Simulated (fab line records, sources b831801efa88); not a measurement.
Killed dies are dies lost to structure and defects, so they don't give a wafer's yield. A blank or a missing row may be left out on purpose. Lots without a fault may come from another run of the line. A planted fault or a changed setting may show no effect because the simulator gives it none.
fab line records | flow gf180mcu
record lots=5 wafers=15 last_day=33
route steps=602 shown V2@386 M3@409
lots that met no fault: from a run of the same line without faults
start_h: hours from the record's first day to the start of the lot's first wafer shown | wait_h: hours since the lot's step before | " the same as in the row above | L1.1+2: a row that stands for several wafers | - no value, or no start given | * or withheld: withheld | < > ~ a bound
route shown NAME@n: a module of which the file shows steps, and the number in the route of the first | usual: mean/standard deviation of fault-free wafers | same: alike in all rows | chamber/n: place in a boat | sites: the reading at each site | _std_site: their standard deviation | _edge_site: outer sites' mean less inner sites' | radius_mm: how far each site lies from the wafer's centre | mask NAME#n: copy n | behind: the tool/chamber that last shaped the wafer | hold: why the lot was held/for how many hours/how that ended | device: the transistor (n, p or np) that didn't switch | end of line: the same wafers' tests at the end of the route | a step without rows: its recipe alone | killed: dies lost to structure and defects at the first sort, not the wafer's yield | map: a wafer's dies, x killed, . not, _ none there
set.NAME: the setting as run; set.NAME@STEP: as run at that earlier step | model.NAME: the simulator's own value behind a step, which no gauge read
lots at some steps of the route; a table a step, a row a wafer
services: from which hour (start_h, from the record's first day; less than 0 if before it) a tool's chamber was out of use, for how many hours, and why
## steps
# step GF_V2_CMP_04
# recipe material=SiO2 down_force_psi=4 platen_rpm=60 pad_velocity_m_s=0.94248
# usual motor_current_A=12.0/1.9 time_to_endpoint_s=80/4.7
# columns lot.wafer tool chamber start_h wait_h motor_current_A time_to_endpoint_s
L074.3 cmp-01 3 431.74 0.0 12.4 74
L074.1 " 1 " " 15.1 69
L074.2 " 2 " " 12.1 76
L076.2 cmp-02 2 448.85 0.2 13.0 78
L076.6 " 3 " " 10.5 83
L076.5 " 0 " " 9.6 82
L085.1 cmp-02 1 528.42 0.1 14.4 88
L085.3 " 2 " " 13.9 79
L085.2 " 0 " " 9.8 80
L088.1 cmp-02 0 557.57 0.1 9.4 84
L088.3 " 1 " " 13.6 85
L088.5 " 2 " " 13.9 88
L090.3 cmp-02 2 587.33 0.0 13.9 72
L090.1 " 0 " " 9.1 75
L090.6 " 2 " " 13.2 82
# step GF_V2_BOW_MEAS_05
# recipe mode=bow
# usual V2_BOW=98/7.2
# columns lot.wafer tool chamber start_h wait_h V2_BOW[um]
L074.1 film_metro-04 - 432.04 0.1 97
L074.2 " - " " 95
L074.3 " - " " 81
L076.2 film_metro-01 - 449.02 0.1 105
L076.5 " - " " 107
L076.6 " - " " 111
L085.1 film_metro-03 - 528.72 0.2 103
L085.2 " - " " 94
L085.3 " - " " 103
L088.1 film_metro-04 - 557.77 0.1 100
L088.3 " - " " 98
L088.5 " - " " 101
L090.1 film_metro-03 - 587.63 0.1 99
L090.3 " - " " 95
L090.6 " - " " 90
# step GF_V2_DEHYDRATE_06
# recipe temp_c=200 time_s=60
# usual heater_power_total_W=160.36/0.12 plate_temp_C=200.02/0.15
# columns lot.wafer tool chamber start_h wait_h heater_power_total_W plate_temp_C
L074.1 litho_track-01 0 443.52 11.5 160.26 200.24
L074.2 " 0 " " 160.37 200.34
L074.3 " 0 " " 160.43 199.99
L076.2 litho_track-03 0 460.32 11.3 160.42 199.98
L076.5 " 0 " " 160.36 200.03
L076.6 " 0 " " 160.52 200.03
L085.1 litho_track-03 0 539.59 10.9 160.61 200.34
L085.2 " 0 " " 160.34 200.09
L085.3 " 0 " " 160.27 199.97
L088.1 litho_track-03 0 568.64 10.9 160.24 199.95
L088.3 " 0 " " 160.50 199.99
L088.5 " 0 " " 160.36 200.08
L090.1 litho_track-01 0 597.72 10.1 160.24 200.14
L090.3 " 0 " " 160.34 199.96
L090.6 " 0 " " 160.25 200.21
# step GF_V2_HMDS_07
# recipe prime_time_s=60 prime_temp_c=120
# columns lot.wafer tool chamber start_h wait_h
L074.1+2+3 litho_track-01 0 443.67 0.1
L076.2+5+6 litho_track-03 0 460.47 0.1
L085.1+2+3 litho_track-03 0 539.74 0.1
L088.1+3+5 litho_track-03 0 568.79 0.1
L090.1+3+6 litho_track-01 0 597.87 0.1
# step GF_V2_COAT_08
# recipe resist=BARC temp_c=withheld time_s=withheld spin_rpm=withheld resist_thk_nm=withheld
# columns lot.wafer tool chamber start_h wait_h
L074.1+2+3 litho_track-01 0 443.82 0.1
L076.2+5+6 litho_track-03 0 460.62 0.1
L085.1+2+3 litho_track-03 0 539.89 0.1
L088.1+3+5 litho_track-03 0 568.94 0.1
L090.1+3+6 litho_track-01 0 598.02 0.1
# step GF_V2_COAT_09
# recipe resist=KrF spin_rpm=withheld resist_thk_nm=1000
# columns lot.wafer tool chamber start_h wait_h
L074.1+2+3 litho_track-01 0 - -
L076.2+5+6 litho_track-03 0 - -
L085.1+2+3 litho_track-03 0 - -
L088.1+3+5 litho_track-03 0 - -
L090.1+3+6 litho_track-01 0 - -
# step GF_V2_SOFTBAKE_10
# recipe temp_c=130 time_s=60 resist=KrF
# usual heater_power_total_W=93.05/0.059 plate_temp_C=130.00/0.14
# columns lot.wafer tool chamber start_h wait_h heater_power_total_W plate_temp_C
L074.1 litho_track-01 0 - - 93.09 130.05
L074.2 " 0 " " 92.97 129.96
L074.3 " 0 " " 93.04 130.09
L076.2 litho_track-03 0 - - 93.09 129.84
L076.5 " 0 " " 93.08 129.96
L076.6 " 0 " " 93.10 129.91
L085.1 litho_track-03 0 - - 93.07 130.07
L085.2 " 0 " " 93.08 130.03
L085.3 " 0 " " 93.05 130.01
L088.1 litho_track-03 0 - - 93.00 129.86
L088.3 " 0 " " 93.10 129.90
L088.5 " 0 " " 93.18 129.82
L090.1 litho_track-01 0 - - 93.02 130.01
L090.3 " 0 " " 93.11 129.87
L090.6 " 0 " " 93.08 130.20
# step GF_V2_EXPOSE_11
# recipe mask_id=Via2 target_cd_nm=260 na=0.68 source_shape=conventional sigma_outer=0.6 dose_mj=38
# same sigma_outer=0.6
# columns lot.wafer tool chamber start_h wait_h mask
L074.1+2+3 krf_scanner-02 0 - - Via2#0
L076.2+5+6 krf_scanner-01 0 - - Via2#0
L085.1+2+3 krf_scanner-02 0 - - Via2#0
L088.1+3+5 krf_scanner-01 0 - - Via2#0
L090.1+3+6 krf_scanner-02 0 - - Via2#0
# step GF_V2_PEB_12
# recipe peb_temp_c=135 peb_time_s=90 resist=KrF
# usual heater_power_total_W=85.70/0.08 plate_temp_C=135.02/0.13
# columns lot.wafer tool chamber start_h wait_h heater_power_total_W plate_temp_C
L074.1 litho_track-01 0 - - 85.64 135.23
L074.2 " 0 " " 85.60 135.18
L074.3 " 0 " " 85.72 135.16
L076.2 litho_track-04 0 - - 85.71 135.10
L076.5 " 0 " " 85.64 134.96
L076.6 " 0 " " 85.80 135.16
L085.1 litho_track-01 0 - - 85.72 134.95
L085.2 " 0 " " 85.58 134.98
L085.3 " 0 " " 85.67 134.97
L088.1 litho_track-01 0 - - 85.75 135.12
L088.3 " 0 " " 85.70 135.25
L088.5 " 0 " " 85.56 135.24
L090.1 litho_track-03 0 - - 85.72 134.92
L090.3 " 0 " " 85.67 135.17
L090.6 " 0 " " 85.67 134.92
# step GF_V2_DEVELOP_13
# recipe develop_time_s=60 resist=KrF dev_temp_c=21
# columns lot.wafer tool chamber start_h wait_h
L074.1+2+3 litho_track-01 0 455.67 0.2
L076.2+5+6 litho_track-04 0 473.12 0.2
L085.1+2+3 litho_track-01 0 551.22 0.2
L088.1+3+5 litho_track-01 0 579.97 0.2
L090.1+3+6 litho_track-03 0 608.84 0.2
# step GF_V2_CD_MEAS_14
# recipe target_cd_nm=260
# usual cd_nm=260.2/1.2
# columns lot.wafer tool chamber start_h wait_h cd_nm
L074.1 cd_sem-01 - 455.82 0.1 260.4
L074.2 " - " " 260.2
L074.3 " - " " 260.0
L076.2 cd_sem-01 - 473.26 0.1 260.1
L076.5 " - " " 260.0
L076.6 " - " " 258.5
L085.1 cd_sem-01 - 551.37 0.1 260.8
L085.2 " - " " 259.8
L085.3 " - " " 259.3
L088.1 cd_sem-02 - 580.12 0.1 260.1
L088.3 " - " " 261.1
L088.5 " - " " 261.0
L090.1 cd_sem-01 - 608.99 0.1 256.9
L090.3 " - " " 257.2
L090.6 " - " " 258.6
# step GF_V2_OVL_MEAS_15
# usual V2_OVL=-2/5.2
# columns lot.wafer tool chamber start_h wait_h V2_OVL[nm]
L074.1 overlay-02 - 455.94 0.1 -6
L074.2 " - " " 2
L074.3 " - " " -9
L076.2 overlay-02 - 473.37 0.1 10
L076.5 " - " " 7
L076.6 " - " " 1
L085.1 overlay-01 - 551.49 0.1 7
L085.2 " - " " -4
L085.3 " - " " 7
L088.1 overlay-02 - 580.24 0.1 -5
L088.3 " - " " -1
L088.5 " - " " -12
L090.1 overlay-01 - 609.11 0.1 0
L090.3 " - " " 1
L090.6 " - " " 7
# step GF_V2_ETCH_16
# recipe chemistry=N2/H2 target_depth_a=withheld overetch_a=withheld time_s=withheld target=BARC ion_energy_ev=200 source_w=500 bias_w=100 pressure_mtorr=30 n2_flow_sccm=100 h2_flow_sccm=200
# usual drypump_motor_current_A=5.7/0.44 n2_flow_sccm=100.00/0.29 oes_product_au=0.854/0.0047 throttle_valve_pct=13.225/0.0093
# columns lot.wafer tool chamber start_h wait_h drypump_motor_current_A n2_flow_sccm oes_product_au throttle_valve_pct
L074.1 rie_diel-01 3 455.98 0.0 5.5 100.25 0.860 13.223
L074.2 " 0 " " 5.8 100.04 0.851 13.219
L074.3 " 1 " " 5.5 100.00 0.849 13.214
L076.2 rie_diel-03 3 473.40 0.0 5.4 99.97 0.856 13.223
L076.5 " 0 " " 6.3 100.10 0.853 13.241
L076.6 " 3 " " 5.4 100.23 0.860 13.219
L085.1 rie_diel-03 0 551.53 0.0 6.3 100.08 0.859 13.218
L085.2 " 3 " " 5.4 100.11 0.855 13.222
L085.3 " 2 " " 6.0 100.52 0.857 13.219
L088.1 rie_diel-03 0 580.28 0.0 6.3 99.79 0.853 13.207
L088.3 " 3 " " 5.5 99.99 0.848 13.222
L088.5 " 1 " " 5.2 100.18 0.853 13.223
L090.1 rie_diel-01 2 609.15 0.0 5.8 100.58 0.860 13.211
L090.3 " 1 " " 5.5 100.30 0.850 13.223
L090.6 " 0 " " 5.8 100.21 0.852 13.220
# step GF_V2_ETCH_17
# recipe chemistry=C4F8/O2/Ar mask_material=KrF target=SiO2 stop_on=TiN source_w=1500 bias_w=1200 pressure_mtorr=40 c4f8_flow_sccm=withheld O2_flow_sccm=6 Ar_flow_sccm=300 time_s=withheld target_depth_a=6300
# usual oes_product_au=0.855/0.0045
# columns lot.wafer tool chamber start_h wait_h oes_product_au
L074.1 rie_diel-01 3 - - 0.862
L074.2 " 0 " " 0.862
L074.3 " 1 " " 0.861
L076.2 rie_diel-03 3 - - 0.860
L076.5 " 0 " " 0.853
L076.6 " 3 " " 0.852
L085.1 rie_diel-03 0 - - 0.851
L085.2 " 3 " " 0.866
L085.3 " 2 " " 0.855
L088.1 rie_diel-03 0 - - 0.859
L088.3 " 3 " " 0.860
L088.5 " 1 " " 0.862
L090.1 rie_diel-01 2 - - 0.854
L090.3 " 1 " " 0.851
L090.6 " 0 " " 0.856
# step GF_V2_STRIP_18
# recipe chemistry=O2/N2 power_w=1400 pressure_mtorr=1500 platen_temp_c=250 o2_flow_sccm=3000 n2_flow_sccm=300 overash_fraction=0.5
# usual drypump_motor_current_A=5.6/0.47 heater_power_w=331/39 n2_flow_sccm=300.0/0.89 oes_product_au=0.593/0.0047
# columns lot.wafer tool chamber start_h wait_h drypump_motor_current_A heater_power_w n2_flow_sccm oes_product_au rf_hours_counter_h
L074.1 plasma_asher-01 0 456.11 - 6.3 342 299.4 0.592 77
L074.2 " 1 " " 5.6 395 301.1 0.591 77
L074.3 " 1 " " 5.6 391 299.9 0.596 -
L076.2 plasma_asher-01 1 473.53 - 5.6 406 300.6 0.593 79
L076.5 " 0 " " 6.3 338 299.9 0.591 -
L076.6 " 1 " " 5.6 391 300.3 0.588 -
L085.1 plasma_asher-01 0 551.66 - 6.3 335 299.8 0.593 88
L085.2 " 1 " " 5.6 397 299.6 0.582 88
L085.3 " 0 " " 6.4 335 300.4 0.598 -
L088.1 plasma_asher-04 0 580.40 - 5.9 279 299.5 0.590 83
L088.3 " 0 " " 5.9 276 299.7 0.589 -
L088.5 " 0 " " 5.8 283 300.4 0.589 -
L090.1 plasma_asher-01 1 609.28 - 5.6 405 299.9 0.584 94
L090.3 " 1 " " 5.6 408 300.9 0.595 -
L090.6 " 0 " " 6.3 338 299.1 0.592 -
# step GF_V2_STRIP_19
# recipe chemistry=post_etch_residue_remover time_s=1200 temp_c=72.5
# usual bath_guard_temp_C=72.8/0.46
# columns lot.wafer tool chamber start_h wait_h bath_guard_temp_C
L074.1 wet_bench-01 1 456.21 0.1 72.4
L074.2 " 1 " " 72.2
L074.3 " 1 " " 72.3
L076.2 wet_bench-02 0 473.63 0.1 73.1
L076.5 " 0 " " 72.8
L076.6 " 0 " " 73.2
L085.1 wet_bench-02 0 551.76 0.1 72.7
L085.2 " 0 " " 72.9
L085.3 " 0 " " 72.8
L088.1 wet_bench-02 2 580.50 0.1 72.8
L088.3 " 2 " " 72.7
L088.5 " 2 " " 72.8
L090.1 wet_bench-01 0 609.38 0.1 73.0
L090.3 " 0 " " 73.1
L090.6 " 0 " " 73.1
# step GF_V2_CLEAN_20
# recipe chemistry=DIW dry=n2_spin
# columns lot.wafer tool chamber start_h wait_h
L074.1+2+3 wet_bench-02 3 456.55 0.0
L076.2+5+6 wet_bench-03 1 473.97 0.0
L085.1+2+3 wet_bench-01 0 552.10 0.0
L088.1+3+5 wet_bench-03 2 580.85 0.0
L090.1+3+6 wet_bench-03 3 609.79 0.0
# step GF_V2_SPUTTER_21
# recipe material=Ti target_thk_nm=15 chamber_pressure_pa=5 power_w=2500 substrate_temp_c=200 time_s=80.02
# usual chamber_pressure_pa=5.000/0.0097 substrate_temp_c=200.00/0.18 throttle_valve_pct=30.1/1.2
# columns lot.wafer tool chamber start_h wait_h chamber_pressure_pa substrate_temp_c throttle_valve_pct
L074.1 pvd_sputter-02 - 456.64 0.0 4.994 200.18 30.3
L074.2 " - " " 5.008 199.89 29.0
L074.3 " - " " 5.008 200.05 28.6
L076.2 pvd_sputter-04 - 474.06 0.0 4.987 199.94 30.6
L076.5 " - " " 5.003 199.93 29.6
L076.6 " - " " 5.005 199.62 29.3
L085.1 pvd_sputter-04 - 552.19 0.0 5.015 200.31 30.6
L085.2 " - " " 5.001 199.47 29.9
L085.3 " - " " 4.995 200.09 29.4
L088.1 pvd_sputter-01 - 580.94 0.0 5.001 200.12 31.8
L088.3 " - " " 4.995 200.32 30.3
L088.5 " - " " 4.999 200.47 30.3
L090.1 pvd_sputter-02 - 609.89 0.0 4.995 200.06 29.4
L090.3 " - " " 5.006 199.79 30.5
L090.6 " - " " 5.003 199.86 28.6
# step GF_V2_SPUTTER_22
# recipe material=TiN target_thk_nm=10 chamber_pressure_pa=5 power_w=4000 time_s=40
# usual chamber_pressure_pa=4.998/0.01 throttle_valve_pct=30.1/1.2
# columns lot.wafer tool chamber start_h wait_h chamber_pressure_pa throttle_valve_pct
L074.1 pvd_sputter-02 - 456.70 0.0 4.986 30.6
L074.2 " - " " 4.993 29.2
L074.3 " - " " 4.995 29.2
L076.2 pvd_sputter-04 - 474.12 0.0 4.992 30.6
L076.5 " - " " 5.004 29.7
L076.6 " - " " 5.007 29.3
L085.1 pvd_sputter-04 - 552.25 0.0 5.004 30.7
L085.2 " - " " 5.022 29.6
L085.3 " - " " 4.990 29.3
L088.1 pvd_sputter-01 - 581.00 0.0 5.017 31.7
L088.3 " - " " 5.008 30.6
L088.5 " - " " 5.004 30.2
L090.1 pvd_sputter-02 - 609.95 0.0 4.994 28.9
L090.3 " - " " 5.019 30.5
L090.6 " - " " 5.016 28.7
# step GF_V2_CVD_23
# recipe material=W target_thk_nm=350 time_s=104.94 temp_c=400 pressure_torr=40
# usual heater_power_w=848/70
# columns lot.wafer tool chamber start_h wait_h heater_power_w
L074.1 cvd_w-01 0 456.74 0.0 777
L074.2 " 1 " " 928
L074.3 " 1 " " 938
L076.2 cvd_w-01 1 474.16 0.0 925
L076.5 " 1 " " 916
L076.6 " 0 " " 769
L085.1 cvd_w-01 1 552.29 0.0 920
L085.2 " 0 " " 780
L085.3 " 0 " " 755
L088.1 cvd_w-02 0 581.04 0.0 809
L088.3 " 1 " " 911
L088.5 " 0 " " 799
L090.1 cvd_w-01 1 609.99 0.0 913
L090.3 " 0 " " 766
L090.6 " 0 " " 788
# step GF_V2_RS_MEAS_24
# recipe thk_meas_gauge=four-point-probe reads=W_of_V2_CVD_23+TiN_of_V2_SPUTTER_22+Ti_of_V2_SPUTTER_21
# usual V2_W_RS=0.328/0.0052
# columns lot.wafer tool chamber start_h wait_h V2_W_RS[ohm/sq]
L074.1 film_metro-04 - 456.85 0.1 0.336
L074.2 " - " " 0.332
L074.3 " - " " 0.331
L076.2 film_metro-01 - 474.29 0.1 0.324
L076.5 " - " " 0.324
L076.6 " - " " 0.324
L085.1 film_metro-01 - 552.40 0.1 0.328
L085.2 " - " " 0.327
L085.3 " - " " 0.329
L088.1 film_metro-01 - 581.15 0.1 0.319
L088.3 " - " " 0.327
L088.5 " - " " 0.319
L090.1 film_metro-01 - 610.10 0.1 0.336
L090.3 " - " " 0.336
L090.6 " - " " 0.329
# step GF_V2_THK_MEAS_25
# recipe thk_meas_gauge=xrf reads=W_of_V2_CVD_23
# usual V2_W_THK=356/7.7
# columns lot.wafer tool chamber start_h wait_h V2_W_THK[nm]
L074.1 film_metro-04 - 456.97 0.1 345
L074.2 " - " " 349
L074.3 " - " " 348
L076.2 film_metro-01 - 474.40 0.1 356
L076.5 " - " " 358
L076.6 " - " " 358
L085.1 film_metro-01 - 552.52 0.1 360
L085.2 " - " " 358
L085.3 " - " " 358
L088.1 film_metro-01 - 581.27 0.1 370
L088.3 " - " " 360
L088.5 " - " " 368
L090.1 film_metro-01 - 610.22 0.1 348
L090.3 " - " " 348
L090.6 " - " " 356
# step GF_V2_CMP_26
# recipe stop_on=SiO2 down_force_psi=3.5 platen_rpm=60 t_overpolish_s=15 target_thk_nm=0 pad_velocity_m_s=0.94248
# usual motor_current_A=11.0/1.7 overpolish_run_s=14.999/0.009 time_to_endpoint_s=83/3.2
# same t_overpolish_s=15
# columns lot.wafer tool chamber start_h wait_h motor_current_A overpolish_run_s time_to_endpoint_s
L074.1 cmp-02 2 457.03 0.1 12.3 14.993 82
L074.2 " 0 " " 8.8 15.007 79
L074.3 " 1 " " 13.1 15.014 82
L076.2 cmp-01 0 474.45 0.0 11.4 14.997 83
L076.6 " 0 " " 10.9 14.997 87
L076.5 " 1 " " 13.9 14.989 85
L085.2 cmp-01 0 552.58 0.0 11.1 14.991 84
L085.1 " 1 " " 13.6 14.995 81
L085.3 " 3 " " 10.7 15.007 83
L088.3 cmp-02 1 581.38 0.1 13.2 15.023 86
L088.1 " 2 " " 12.1 14.987 86
L088.5 " 1 " " 12.5 14.995 89
L090.1 cmp-01 0 610.28 0.1 11.1 14.999 75
L090.3 " 2 " " 11.0 14.994 80
L090.6 " 1 " " 13.0 15.010 78
# step GF_M3_SPUTTER_00
# recipe material=Ti target_thk_nm=37.5 arriving_ion_energy_ev=80 substrate_temp_c=200 chamber_pressure_pa=2 power_w=4000 time_s=150
# usual chamber_pressure_pa=2.000/0.004 substrate_temp_c=199.99/0.16 throttle_valve_pct=29.5/0.94
# columns lot.wafer tool chamber start_h wait_h chamber_pressure_pa substrate_temp_c throttle_valve_pct
L074.1 pvd_sputter-02 - 457.33 0.2 1.993 200.08 29.2
L074.2 " - " " 1.999 199.95 29.1
L074.3 " - " " 1.997 199.67 30.3
L076.2 pvd_sputter-02 - 474.75 0.2 2.002 200.16 29.0
L076.5 " - " " 2.006 200.12 29.1
L076.6 " - " " 1.995 200.11 30.1
L085.1 pvd_sputter-04 - 552.88 0.2 1.997 200.03 31.0
L085.2 " - " " 2.001 199.87 29.8
L085.3 " - " " 2.002 199.95 28.4
L088.1 pvd_sputter-02 - 581.63 0.1 1.997 200.21 28.6
L088.3 " - " " 1.998 200.27 30.3
L088.5 " - " " 2.003 199.68 28.8
L090.1 pvd_sputter-04 - 610.58 0.2 1.997 200.04 30.7
L090.3 " - " " 1.997 200.04 29.8
L090.6 " - " " 1.997 200.05 31.2
# step GF_M3_SPUTTER_01
# recipe material=TiN target_thk_nm=30 power_w=6500 time_s=25 chamber_pressure_pa=0.4
# usual chamber_pressure_pa=0.4000/0.00082 throttle_valve_pct=29.5/0.98
# columns lot.wafer tool chamber start_h wait_h chamber_pressure_pa throttle_valve_pct
L074.1 pvd_sputter-02 - 457.43 0.1 0.3994 29.1
L074.2 " - " " 0.3992 29.0
L074.3 " - " " 0.4003 30.4
L076.2 pvd_sputter-02 - 474.85 0.1 0.3998 28.8
L076.5 " - " " 0.4020 29.1
L076.6 " - " " 0.3995 30.4
L085.1 pvd_sputter-04 - 552.98 0.1 0.4004 30.6
L085.2 " - " " 0.4005 29.9
L085.3 " - " " 0.4013 28.3
L088.1 pvd_sputter-02 - 581.73 0.1 0.4004 28.9
L088.3 " - " " 0.4008 30.3
L088.5 " - " " 0.3992 28.9
L090.1 pvd_sputter-04 - 610.68 0.1 0.4007 30.5
L090.3 " - " " 0.3999 29.8
L090.6 " - " " 0.3998 30.8
# step GF_M3_SPUTTER_02
# recipe material=AlCu target_thk_nm=450 power_w=10600 time_s=23.9 chamber_pressure_pa=0.4
# usual chamber_pressure_pa=0.4000/0.00075 throttle_valve_pct=29.5/0.95
# columns lot.wafer tool chamber start_h wait_h chamber_pressure_pa throttle_valve_pct
L074.1 pvd_sputter-02 - 457.46 0.0 0.4000 28.9
L074.2 " - " " 0.4014 29.2
L074.3 " - " " 0.3995 30.4
L076.2 pvd_sputter-02 - 474.88 0.0 0.4000 29.0
L076.5 " - " " 0.3998 28.9
L076.6 " - " " 0.3984 30.3
L085.1 pvd_sputter-04 - 553.01 0.0 0.3998 30.4
L085.2 " - " " 0.4004 30.1
L085.3 " - " " 0.4005 28.4
L088.1 pvd_sputter-02 - 581.76 0.0 0.3992 28.7
L088.3 " - " " 0.3997 30.5
L088.5 " - " " 0.3993 29.2
L090.1 pvd_sputter-04 - 610.71 0.0 0.4017 30.6
L090.3 " - " " 0.4002 29.9
L090.6 " - " " 0.4013 30.6
# step GF_M3_SPUTTER_03
# recipe material=Ti target_thk_nm=10 substrate_temp_c=300 chamber_pressure_pa=0.3 power_w=3000 time_s=6.7
# usual chamber_pressure_pa=0.3000/0.00053 substrate_temp_c=299.97/0.2 throttle_valve_pct=29.5/0.97
# columns lot.wafer tool chamber start_h wait_h chamber_pressure_pa substrate_temp_c throttle_valve_pct
L074.1 pvd_sputter-02 - 457.49 0.0 0.3006 299.97 28.7
L074.2 " - " " 0.3006 299.94 28.9
L074.3 " - " " 0.2998 299.62 30.4
L076.2 pvd_sputter-02 - 474.91 0.0 0.2992 300.23 29.1
L076.5 " - " " 0.2991 299.90 28.6
L076.6 " - " " 0.3004 300.03 30.2
L085.1 pvd_sputter-04 - 553.04 0.0 0.3000 299.85 30.3
L085.2 " - " " 0.3005 300.10 30.1
L085.3 " - " " 0.2997 299.69 28.5
L088.1 pvd_sputter-02 - 581.79 0.0 0.3000 300.42 28.7
L088.3 " - " " 0.3006 299.78 30.4
L088.5 " - " " 0.3009 300.12 28.9
L090.1 pvd_sputter-04 - 610.74 0.0 0.3006 300.11 30.7
L090.3 " - " " 0.2997 299.53 29.7
L090.6 " - " " 0.2998 300.00 30.7
# step GF_M3_SPUTTER_04
# recipe material=TiN target_thk_nm=50 power_w=6500 time_s=41.7 chamber_pressure_pa=0.4
# usual chamber_pressure_pa=0.3998/0.00075 throttle_valve_pct=29.5/0.94
# columns lot.wafer tool chamber start_h wait_h chamber_pressure_pa throttle_valve_pct
L074.1 pvd_sputter-02 - 457.51 0.0 0.3988 29.0
L074.2 " - " " 0.3994 29.1
L074.3 " - " " 0.3991 30.6
L076.2 pvd_sputter-02 - 474.93 0.0 0.4014 28.8
L076.5 " - " " 0.3995 29.2
L076.6 " - " " 0.4004 30.2
L085.1 pvd_sputter-04 - 553.06 0.0 0.3992 30.6
L085.2 " - " " 0.4001 29.7
L085.3 " - " " 0.3992 28.3
L088.1 pvd_sputter-02 - 581.81 0.0 0.3991 29.0
L088.3 " - " " 0.3999 30.5
L088.5 " - " " 0.3986 28.9
L090.1 pvd_sputter-04 - 610.76 0.0 0.4000 30.5
L090.3 " - " " 0.3990 29.9
L090.6 " - " " 0.4007 30.5
# step GF_M3_RS_MEAS_05
# recipe thk_meas_gauge=four-point-probe reads=TiN_of_M3_SPUTTER_04+Ti_of_M3_SPUTTER_03+AlCu_of_M3_SPUTTER_02+TiN_of_M3_SPUTTER_01+Ti_of_M3_SPUTTER_00
# usual M3_ALCU_RS=0.0695/0.00068
# columns lot.wafer tool chamber start_h wait_h M3_ALCU_RS[ohm/sq]
L074.1 film_metro-02 - 457.55 0.0 0.0697
L074.2 " - " " 0.0699
L074.3 " - " " 0.0695
L076.2 film_metro-03 - 474.99 0.0 0.0695
L076.5 " - " " 0.0689
L076.6 " - " " 0.0687
L085.1 film_metro-02 - 553.10 0.0 0.0699
L085.2 " - " " 0.0704
L085.3 " - " " 0.0697
L088.1 film_metro-01 - 581.85 0.0 0.0677
L088.3 " - " " 0.0685
L088.5 " - " " 0.0679
L090.1 film_metro-03 - 610.80 0.0 0.0688
L090.3 " - " " 0.0691
L090.6 " - " " 0.0693
# step GF_M3_THK_MEAS_06
# recipe thk_meas_gauge=xrf reads=AlCu_of_M3_SPUTTER_02
# usual M3_ALCU_THK=445/5
# columns lot.wafer tool chamber start_h wait_h M3_ALCU_THK[nm]
L074.1 film_metro-02 - 457.67 0.1 442
L074.2 " - " " 444
L074.3 " - " " 445
L076.2 film_metro-03 - 475.10 0.1 445
L076.5 " - " " 449
L076.6 " - " " 452
L085.1 film_metro-02 - 553.22 0.1 441
L085.2 " - " " 439
L085.3 " - " " 443
L088.1 film_metro-01 - 581.97 0.1 459
L088.3 " - " " 454
L088.5 " - " " 456
L090.1 film_metro-03 - 610.92 0.1 454
L090.3 " - " " 451
L090.6 " - " " 449
# step GF_M3_DEHYDRATE_07
# recipe temp_c=200 time_s=60
# usual heater_power_total_W=160.38/0.13 plate_temp_C=200.00/0.15
# columns lot.wafer tool chamber start_h wait_h heater_power_total_W plate_temp_C
L074.1 litho_track-02 0 469.54 11.9 160.37 199.97
L074.2 " 0 " " 160.47 200.04
L074.3 " 0 " " 160.56 200.05
L076.2 litho_track-01 0 486.45 11.3 160.53 200.10
L076.5 " 0 " " 160.38 199.86
L076.6 " 0 " " 160.27 200.01
L085.1 litho_track-03 0 563.74 10.5 160.40 200.19
L085.2 " 0 " " 160.36 199.90
L085.3 " 0 " " 160.16 200.21
L088.1 litho_track-02 0 592.33 10.4 160.42 200.26
L088.3 " 0 " " 160.40 200.24
L088.5 " 0 " " 160.56 200.16
L090.1 litho_track-02 0 620.43 9.5 160.29 200.06
L090.3 " 0 " " 160.48 199.77
L090.6 " 0 " " 160.30 200.04
# step GF_M3_HMDS_08
# recipe prime_time_s=60 prime_temp_c=120
# columns lot.wafer tool chamber start_h wait_h
L074.1+2+3 litho_track-02 0 469.69 0.1
L076.2+5+6 litho_track-01 0 486.60 0.1
L085.1+2+3 litho_track-03 0 563.89 0.1
L088.1+3+5 litho_track-02 0 592.48 0.1
L090.1+3+6 litho_track-02 0 620.58 0.1
# step GF_M3_COAT_09
# recipe resist=KrF spin_rpm=withheld resist_thk_nm=1000
# columns lot.wafer tool chamber start_h wait_h
L074.1+2+3 litho_track-02 0 469.84 0.1
L076.2+5+6 litho_track-01 0 486.75 0.1
L085.1+2+3 litho_track-03 0 564.04 0.1
L088.1+3+5 litho_track-02 0 592.63 0.1
L090.1+3+6 litho_track-02 0 620.73 0.1
# step GF_M3_SOFTBAKE_10
# recipe temp_c=130 time_s=60 resist=KrF
# usual heater_power_total_W=93.05/0.064 plate_temp_C=129.98/0.13
# columns lot.wafer tool chamber start_h wait_h heater_power_total_W plate_temp_C
L074.1 litho_track-02 0 469.99 0.1 93.10 129.67
L074.2 " 0 " " 92.94 130.03
L074.3 " 0 " " 93.04 129.88
L076.2 litho_track-01 0 486.90 0.1 93.12 130.09
L076.5 " 0 " " 93.09 130.07
L076.6 " 0 " " 92.96 129.98
L085.1 litho_track-03 0 564.19 0.1 93.05 130.00
L085.2 " 0 " " 93.01 129.92
L085.3 " 0 " " 93.06 129.99
L088.1 litho_track-02 0 592.78 0.1 93.08 130.03
L088.3 " 0 " " 93.03 129.97
L088.5 " 0 " " 93.13 129.97
L090.1 litho_track-02 0 620.88 0.1 93.07 130.05
L090.3 " 0 " " 93.00 130.02
L090.6 " 0 " " 93.02 129.97
## services
# columns tool chamber start_h hours kind
krf_scanner-01 - 408.29 0.2 repair
rie_diel-03 1 410.26 8.2 repair
pvd_sputter-04 - 413.04 1.2 repair
rie_diel-01 1 435.97 8.4 repair
cmp-01 - 438.71 8.3 pm
rie_diel-01 0 461.42 1.9 repair
wet_bench-03 - 474.65 9.9 repair
krf_scanner-02 - 481.52 0.2 repair
rie_diel-01 3 482.97 132.0 repair
rie_diel-03 0 488.58 5.2 repair
rie_diel-01 2 490.33 3.8 repair
rie_diel-01 1 500.20 2.1 repair
krf_scanner-02 - 513.78 0.8 pm
cmp-01 - 517.49 1.2 repair
krf_scanner-02 - 526.22 3.0 pm
cmp-02 - 551.21 0.2 repair
rie_diel-01 - 560.15 28.1 pm
krf_scanner-02 - 565.67 1.3 pm
krf_scanner-02 - 566.97 1.0 pm
cmp-02 - 572.21 4.0 pm
cmp-01 - 576.21 5.5 pm
cvd_w-01 - 577.28 14.6 pm
krf_scanner-02 - 580.66 4.4 pm
pvd_sputter-04 - 583.84 14.3 repair
## key
fault none
